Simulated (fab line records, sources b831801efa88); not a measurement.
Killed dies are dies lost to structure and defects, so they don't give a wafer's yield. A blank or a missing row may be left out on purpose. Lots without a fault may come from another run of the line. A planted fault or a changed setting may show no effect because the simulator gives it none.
A struck lot beside a sound one | flow gf180mcu | 23 steps out of a route of 602
Sound: wafers L684.2, L684.5, L684.6. Struck: wafers L701.3, L701.4. The cause comes at the end.
At each step with rows: each side's tool, then ch and its chambers, then its first start. Under that, the readings that differ: sound wafers | struck wafers | difference of the means | sigmas: that difference in standard deviations of wafers without a fault.
alike: readings whose means differ by less than 2 such deviations, and words and numbers that are the same on both sides. not compared: withheld readings, readings that some wafer has no value for, bounds like >300 that may hide the same value, and numbers for which the record gives no deviation and whose values overlap.
The two part at a step that has a row with sigmas, a row that says differs or no value, or rows on one side only. Numbers that don't overlap but have no deviation are shown without sigmas and don't part them. A reading that every wafer of one side lacks parts them only if that side has two wafers or more.

first, 1 step without rows for these wafers: GF_POLY_GATE_DEVELOP_09 (develop time 60 s).
GF_POLY_GATE_CD_MEAS_10: target cd 280 nm.
  sound on cd_sem-01, day 10 07:56; struck on cd_sem-01, day 15 08:26
  reading    | sound             | struck      | difference | sigmas
  cd_nm (nm) | 281.1 281.4 279.9 | 278.0 278.5 | -2.6       | -2
GF_POLY_GATE_OVL_MEAS_11:
  sound on overlay-01, day 10 08:02; struck on overlay-01, day 15 08:31
  alike: POLY_GATE_OVL
GF_POLY_GATE_ETCH_12: etches BARC in N2/H2.
  sound on rie_diel-02 ch 1,2,3, day 10 08:04; struck on rie_diel-02 ch 0,1, day 15 08:33
  alike: drypump_motor_current_A, oes_product_au, throttle_valve_pct
GF_POLY_GATE_ETCH_13: etches poly-Si in HBr/Cl2, stops on SiO2, target depth 198.5 nm, time 69.6 s.
  sound on rie_si-01 ch 0,1,2, day 10 08:07; struck on rie_si-02 ch 1,2, day 15 08:36
  alike: drypump_motor_current_A, he_backside_leak_sccm, oes_product_au, throttle_valve_pct
  not compared: rf_hours_counter_h
GF_POLY_GATE_STRIP_14: strips in O2/N2.
  sound on plasma_asher-01 ch 0,1, day 10 08:11; struck on plasma_asher-01 ch 0,1, day 15 08:41
  alike: drypump_motor_current_A, heater_power_w, o2_flow_sccm, oes_product_au
  not compared: rf_hours_counter_h
then, 2 steps without rows for these wafers: GF_POLY_GATE_CLEAN_15 (cleans in SC1/SC2, time 150 s); GF_POLY_GATE_OXIDATION_16 (stabilise 600 s, purge 300 s, target thk 4 nm).
GF_POLY_GATE_THK_MEAS_17:
  sound on film_metro-01, day 10 09:53; struck on film_metro-03, day 15 10:07
  alike: POLY_GATE_OXIDATION_THK
GF_POLY_GATE_CD_MEAS_18:
  sound on cd_sem-02, day 10 10:08; struck on cd_sem-02, day 15 10:13
  alike: cd_nm
then, 2 steps without rows for these wafers: GF_HV_LDD_DEHYDRATE_00 (time 60 s); GF_HV_LDD_HMDS_01 (prime time 60 s).
GF_HV_LDD_COAT_02: resist thk 1000 nm.
  sound on litho_track-03 ch 0, day 10 18:37; struck on litho_track-03 ch 0, day 15 21:20
  reading                                     | sound          | struck      | difference | sigmas
  model.NOVOLAK_of_HV_LDD_COAT_02.thk_nm (nm) | 1001 1003 1002 | 762.7 760.4 | -240.5     |
then, 3 steps without rows for these wafers: GF_HV_LDD_SOFTBAKE_03 (time 60 s); GF_HV_LDD_EXPOSE_04 (exposes mask Nplus LV AREA, target cd 400 nm); GF_HV_LDD_PEB_05.
GF_HV_LDD_DEVELOP_06: develop time 60 s.
  sound on litho_track-02 ch 0, day 11 03:43; struck on litho_track-03 ch 0, day 16 07:59
  reading                                     | sound          | struck    | difference | sigmas
  model.NOVOLAK_of_HV_LDD_COAT_02.thk_nm (nm) | 1000 1002 1002 | 762.3 760 | -240.2     |
  alike: developer_temp_C
GF_HV_LDD_CD_MEAS_07: target cd 400 nm.
  sound on cd_sem-01, day 11 03:52; struck on cd_sem-02, day 16 08:08
  reading    | sound             | struck      | difference | sigmas
  cd_nm (nm) | 399.2 401.0 398.5 | 428.2 427.2 | +28.1      | +14
GF_HV_LDD_OVL_MEAS_08:
  sound on overlay-02, day 11 03:58; struck on overlay-01, day 16 08:13
  alike: HV_LDD_OVL
then, 1 step without rows for these wafers: GF_HV_LDD_IMPLANT_09.
GF_HV_LDD_STRIP_10: strips in O2/N2.
  sound on plasma_asher-02 ch 0,1, day 11 04:08; struck on plasma_asher-02 ch 0,1, day 16 08:26
  reading                      | sound             | struck      | difference | sigmas
  oes_product_au (a.u.)        | 0.719 0.723 0.727 | 0.643 0.643 | -0.080     | -17
  strip_time_to_endpoint_s (s) | 12.65 12.66 12.64 | 9.86 9.82   | -2.81      | -74
  alike: drypump_motor_current_A, heater_power_w, o2_flow_sccm
  not compared: rf_hours_counter_h
GF_HV_LDD_TW_MEAS_11:
  sound on film_metro-04, day 11 04:15; struck on film_metro-02, day 16 08:31
  alike: HV_LDD_TW
then, 1 step without rows for these wafers: GF_PASSIVATION_PROBE_99.

WHERE THEY PART
First at GF_POLY_GATE_CD_MEAS_10; last, within this record, at GF_HV_LDD_STRIP_10. Later steps at which nothing parts them and some readings are alike: GF_HV_LDD_TW_MEAS_11.

WHY: what the simulator had put in
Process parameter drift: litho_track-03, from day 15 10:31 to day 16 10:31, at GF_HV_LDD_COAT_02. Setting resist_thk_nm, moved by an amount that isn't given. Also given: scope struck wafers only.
